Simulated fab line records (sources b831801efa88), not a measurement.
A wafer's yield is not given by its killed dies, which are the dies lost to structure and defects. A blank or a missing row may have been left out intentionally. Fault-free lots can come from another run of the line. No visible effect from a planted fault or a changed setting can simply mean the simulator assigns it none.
Lot-split experiment | flow gf180mcu | 23 wafers read across 5 lots, on a route 602 steps long

ON THE SPLIT
At GF_M1_SPUTTER_00 (material Ti, target thk 37.5 nm, time 150 s), the setting time-s was moved away from the recipe's 150 s on 7 of the 23 wafers read, by -9.7% to +10.5%. All remaining wafers had this setting at the recipe value.

The reading is taken at the split's own step.

THE READING
Ti_of_M1_SPUTTER_00.thk-nm (the simulator's own value, which no gauge read), in nm, at GF_M1_SPUTTER_00 (material Ti, target thk 37.5 nm, time 150 s). There is no usual value for it anywhere in the file. Average 37.44 nm, standard deviation 0.4 nm, over the 16 wafers here run with the recipe.

wafer  | tool, chamber at the split | time-s as run, s | against the recipe | Ti_of_M1_SPUTTER_00.thk-nm, nm | against lot-mates on the recipe
L074.2 | pvd-sputter-01, -          | 150              | recipe             | 37.42                          | -
L074.4 | pvd-sputter-01, -          | 150              | recipe             | 37.29                          | -
L074.6 | pvd-sputter-01, -          | 150              | recipe             | 37.36                          | -
L076.1 | pvd-sputter-04, -          | 135.5            | -9.7%              | 34.1                           | -3.67
L076.2 | pvd-sputter-04, -          | 150              | recipe             | 37.85                          | -
L076.3 | pvd-sputter-04, -          | 150              | recipe             | 37.77                          | -
L076.5 | pvd-sputter-04, -          | 135.5            | -9.7%              | 34                             | -3.77
L076.6 | pvd-sputter-04, -          | 150              | recipe             | 37.7                           | -
L077.1 | pvd-sputter-01, -          | 137.4            | -8.4%              | 33.87                          | -2.80
L077.3 | pvd-sputter-01, -          | 150              | recipe             | 36.72                          | -
L077.4 | pvd-sputter-01, -          | 137.4            | -8.4%              | 33.84                          | -2.83
L077.5 | pvd-sputter-01, -          | 150              | recipe             | 36.69                          | -
L077.6 | pvd-sputter-01, -          | 150              | recipe             | 36.61                          | -
L081.2 | pvd-sputter-01, -          | 165.8            | +10.5%             | 41.32                          | +3.68
L081.3 | pvd-sputter-01, -          | 165.8            | +10.5%             | 41.59                          | +3.95
L081.4 | pvd-sputter-01, -          | 165.8            | +10.5%             | 41.55                          | +3.91
L081.5 | pvd-sputter-01, -          | 150              | recipe             | 37.79                          | -
L081.6 | pvd-sputter-01, -          | 150              | recipe             | 37.5                           | -
L084.1 | pvd-sputter-02, -          | 150              | recipe             | 37.88                          | -
L084.2 | pvd-sputter-02, -          | 150              | recipe             | 37.68                          | -
L084.3 | pvd-sputter-02, -          | 150              | recipe             | 37.68                          | -
L084.4 | pvd-sputter-02, -          | 150              | recipe             | 37.56                          | -
L084.5 | pvd-sputter-02, -          | 150              | recipe             | 37.57                          | -

FIT RESULTS
A straight line over all 23 wafers: Ti_of_M1_SPUTTER_00.thk-nm changes by +0.384 nm for each +1% of time-s; r = +0.98; the points scatter about the line by 0.39 nm.
The same after taking each lot's own level away (the mean of its wafers on the recipe; 23 wafers): +0.364 nm for each +1%; r = +1.00; scatter 0.13 nm.
On that fit, the largest move of time-s shifts the reading by 3.8 nm.
Across the lots, their own levels run from 36.673 to 37.773 nm, a range of 2.7 times the standard deviation given above.
The two slopes agree, so the slope changes little with the lot-to-lot level.
Check: +3.89 nm against its lot-mates is what the line predicts for one of the wafers moved furthest among these (+10.5%) when that wafer is left out of the fit. It came out at +3.68 nm against them.

OTHER SPLITS APPLIED TO THESE WAFERS
Other splits were also applied to these wafers ahead of the reading. Each is held against what the fit with the lots' levels taken away leaves over:
other split on the same wafers       | wafers away from the commonest value | r with Ti_of_M1_SPUTTER_00.thk-nm (lot level and that fit taken away)
GF_SAB_CVD_00 time-s                 | 8                                    | -0.03
GF_SAB_DEVELOP_08 develop-time-s     | 7                                    | -0.19
GF_SALICIDE_SPUTTER_03 time-s        | 9                                    | +0.07
GF_CONTACT_CVD_00 sih4-flow-sccm     | 10                                   | +0.39
GF_CONTACT_CMP_04 leave-above-ref-nm | 7                                    | +0.50
GF_CONTACT_ETCH_16 source-w          | 10                                   | -0.12
GF_CONTACT_CVD_24 temp-c             | 11                                   | -0.18

FILE'S OWN FIT
Ti_of_M1_SPUTTER_00.thk-nm changes by +0.364 nm for each +1% of time-s, r = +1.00.
